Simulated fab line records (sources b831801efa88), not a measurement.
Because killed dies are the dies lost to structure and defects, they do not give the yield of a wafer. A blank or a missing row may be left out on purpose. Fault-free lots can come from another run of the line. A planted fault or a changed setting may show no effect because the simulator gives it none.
What tool caused it? | flow sky130 | Sampling: 11 lots, 33 wafers, 5 of 708 route steps

WHAT THE GAUGES SHOWED, per wafer
Not one reading of a measure or inspect step in the record can be checked against a usual standard deviation.

TOOL THAT RAN EACH LOT (tool first, then ch and the chambers of the sampled wafers, then the start)
lot  | SKY_METAL4_SPUTTER_01        | SKY_VIA4_CMP_21               | SKY_PASSIVATION_CVD_00          | SKY_PASSIVATION_COAT_06           | SKY_PASSIVATION_STRIP_12
L665 | pvd_sputter-03, day 39 17:41 | cmp-01 ch 1,3, day 42 22:36   | pecvd-03 ch 0,2, day 43 22:37   | litho_track-01 ch 0, day 44 09:53 | plasma_asher-04 ch 1, day 44 20:43
L666 | pvd_sputter-04, day 40 10:14 | cmp-02 ch 0,1,3, day 43 13:34 | pecvd-03 ch 0,1,2, day 44 13:34 | litho_track-03 ch 0, day 45 00:17 | plasma_asher-01 ch 0,1, day 45 11:31
L667 | pvd_sputter-03, day 40 13:33 | cmp-01 ch 2,3, day 43 16:58   | pecvd-02 ch 0,1,2, day 44 16:34 | litho_track-02 ch 0, day 45 03:23 | plasma_asher-04 ch 0,1, day 45 14:08
L668 | pvd_sputter-03, day 41 02:06 | cmp-02 ch 1,2, day 44 04:26   | pecvd-03 ch 0,1,2, day 45 03:13 | litho_track-01 ch 0, day 45 13:50 | plasma_asher-03 ch 0,1, day 46 00:40
L673 | pvd_sputter-04, day 42 07:17 | cmp-02 ch 0,1, day 45 07:35   | pecvd-03 ch 0,1,2, day 46 05:47 | litho_track-01 ch 0, day 46 15:40 | plasma_asher-04 ch 0,1, day 47 02:52
L677 | pvd_sputter-04, day 43 13:35 | cmp-02 ch 0,1,3, day 46 10:50 | pecvd-04 ch 0,1, day 47 07:58   | litho_track-01 ch 0, day 47 16:49 | plasma_asher-04 ch 0,1, day 48 03:49
L680 | pvd_sputter-04, day 44 12:22 | cmp-01 ch 0,3, day 47 07:50   | pecvd-04 ch 0,1, day 48 04:28   | litho_track-03 ch 0, day 48 13:16 | plasma_asher-01 ch 0,1, day 48 23:33
L682 | pvd_sputter-04, day 44 22:03 | cmp-01 ch 0,2, day 47 16:06   | pecvd-04 ch 1,2, day 48 12:10   | litho_track-02 ch 0, day 48 21:46 | plasma_asher-03 ch 0,1, day 49 06:31
L684 | pvd_sputter-01, day 45 06:59 | cmp-01 ch 1,2, day 48 00:37   | pecvd-04 ch 0,1,2, day 48 20:37 | litho_track-01 ch 0, day 49 05:07 | plasma_asher-01 ch 0,1, day 49 13:43
L685 | pvd_sputter-01, day 45 08:27 | cmp-02 ch 1,2, day 48 02:41   | pecvd-03 ch 0,1,2, day 48 22:31 | litho_track-01 ch 0, day 49 07:02 | plasma_asher-03 ch 0,1, day 49 16:46
L688 | pvd_sputter-04, day 46 15:59 | cmp-02 ch 1,2, day 49 05:51   | pecvd-03 ch 0,1, day 50 00:52   | litho_track-03 ch 0, day 50 08:37 | plasma_asher-04 ch 0,1, day 50 17:22
- SKY_METAL4_SPUTTER_01: material TiN, target thk 20 nm, time 16.7 s.
- SKY_VIA4_CMP_21: polishes, stops on SiO2, t overpolish 25 s, target thk 0 nm.
- SKY_PASSIVATION_CVD_00: deposits SiO2, target thk 90 nm.
- SKY_PASSIVATION_COAT_06: resist thk 3000 nm.
- SKY_PASSIVATION_STRIP_12: strips in O2/N2.

AS READ BY THE TOOLS THEMSELVES (means over the sampled wafers that have a number; for cases with no such wafer, the mark the record gives instead)
SKY_METAL4_SPUTTER_01.
lot  | tool           | throttle_valve_pct (%)
L665 | pvd_sputter-03 | 30.0
L666 | pvd_sputter-04 | 29.8
L667 | pvd_sputter-03 | 29.8
L668 | pvd_sputter-03 | 29.9
L673 | pvd_sputter-04 | 29.9
L677 | pvd_sputter-04 | 30.7
L680 | pvd_sputter-04 | 30.0
L682 | pvd_sputter-04 | 30.3
L684 | pvd_sputter-01 | 29.2
L685 | pvd_sputter-01 | 28.5
L688 | pvd_sputter-04 | 29.8

SKY_VIA4_CMP_21.
lot  | tool   | motor_current_A (A) | overpolish_run_s (s) | time_to_endpoint_s (s)
L665 | cmp-01 | 10.1                | 24.994               | 120
L666 | cmp-02 | 10.3                | 25.000               | 118
L667 | cmp-01 | 12.1                | 25.006               | 119
L668 | cmp-02 | 9.4                 | 25.009               | 123
L673 | cmp-02 | 9.0                 | 25.005               | 124
L677 | cmp-02 | 10.0                | 25.007               | 125
L680 | cmp-01 | 10.0                | 24.994               | 119
L682 | cmp-01 | 11.9                | 24.999               | 124
L684 | cmp-01 | 11.7                | 25.003               | 122
L685 | cmp-02 | 9.5                 | 24.997               | 128
L688 | cmp-02 | 10.4                | 25.002               | 128

SKY_PASSIVATION_CVD_00.
lot  | tool     | heater_power_w (W) | susceptor_temp_C (C)
L665 | pecvd-03 | 691                | 400.02
L666 | pecvd-03 | 680                | 400.05
L667 | pecvd-02 | 646                | 399.81
L668 | pecvd-03 | 775                | 400.19
L673 | pecvd-03 | 730                | 400.12
L677 | pecvd-04 | 701                | 399.97
L680 | pecvd-04 | 714                | 400.14
L682 | pecvd-04 | 628                | 399.95
L684 | pecvd-04 | 668                | 399.96
L685 | pecvd-03 | 800                | 399.90
L688 | pecvd-03 | 856                | 399.92

SKY_PASSIVATION_COAT_06.
lot  | tool           | spin_speed_rpm (rpm)
L665 | litho_track-01 | 2000.6
L666 | litho_track-03 | 2000.0
L667 | litho_track-02 | 1999.3
L668 | litho_track-01 | 2000.0
L673 | litho_track-01 | 2000.9
L677 | litho_track-01 | 1999.7
L680 | litho_track-03 | 2000.5
L682 | litho_track-02 | 1999.6
L684 | litho_track-01 | 2126.1
L685 | litho_track-01 | 2126.7
L688 | litho_track-03 | 1999.6

SKY_PASSIVATION_STRIP_12.
lot  | tool            | drypump_motor_current_A (A) | oes_product_au (a.u.) | strip_time_to_endpoint_s (s)
L665 | plasma_asher-04 | 4.8                         | 0.662                 | 31.50
L666 | plasma_asher-01 | 5.6                         | 0.654                 | 31.70
L667 | plasma_asher-04 | 5.8                         | 0.659                 | 31.49
L668 | plasma_asher-03 | 5.1                         | 0.664                 | 31.61
L673 | plasma_asher-04 | 5.7                         | 0.658                 | 31.64
L677 | plasma_asher-04 | 5.7                         | 0.664                 | 31.60
L680 | plasma_asher-01 | 5.6                         | 0.661                 | 31.43
L682 | plasma_asher-03 | 5.4                         | 0.663                 | 31.41
L684 | plasma_asher-01 | 5.7                         | 0.663                 | 30.58
L685 | plasma_asher-03 | 5.4                         | 0.661                 | 30.48
L688 | plasma_asher-04 | 5.8                         | 0.659                 | 31.52

THE ANSWER, worked out from the rows above alone
Rule: the lots themselves supply what counts as usual. Put in order of their means at a reading, lots are off if they are a third of the lots or fewer, leave a main group of 4 or more, and stand apart from it by a gap of 3 or more times the standard deviation of the main group's means; of several such gaps the widest counts. The tables above print the reading to a certain number of digits; a main group whose means all agree to those digits is not used. Also off: a lot with no number at a reading for which 4 or more lots have one. Where the step has rows for the other lots, those lots are counted as sound. The gauges are gone through in route order, then the tools' own readings, and for those a lot's mean is taken as printed above. The first step at which some lot is off is used, and at that step the reading that is off furthest; a lot without a number counts as furthest.
Off: L684, L685 (SKY_PASSIVATION_COAT_06, spin_speed_rpm). The main group has a mean of 2000.0 rpm with a standard deviation of 0.51.
A tool fits if, at that step or a process step before it, it ran every lot that is off, and no sound lot after the first of them. Undecided on this evidence; 2 tools fit (pvd_sputter-01 at SKY_METAL4_SPUTTER_01, litho_track-01 at SKY_PASSIVATION_COAT_06).

WHAT THE SIMULATOR PUT IN
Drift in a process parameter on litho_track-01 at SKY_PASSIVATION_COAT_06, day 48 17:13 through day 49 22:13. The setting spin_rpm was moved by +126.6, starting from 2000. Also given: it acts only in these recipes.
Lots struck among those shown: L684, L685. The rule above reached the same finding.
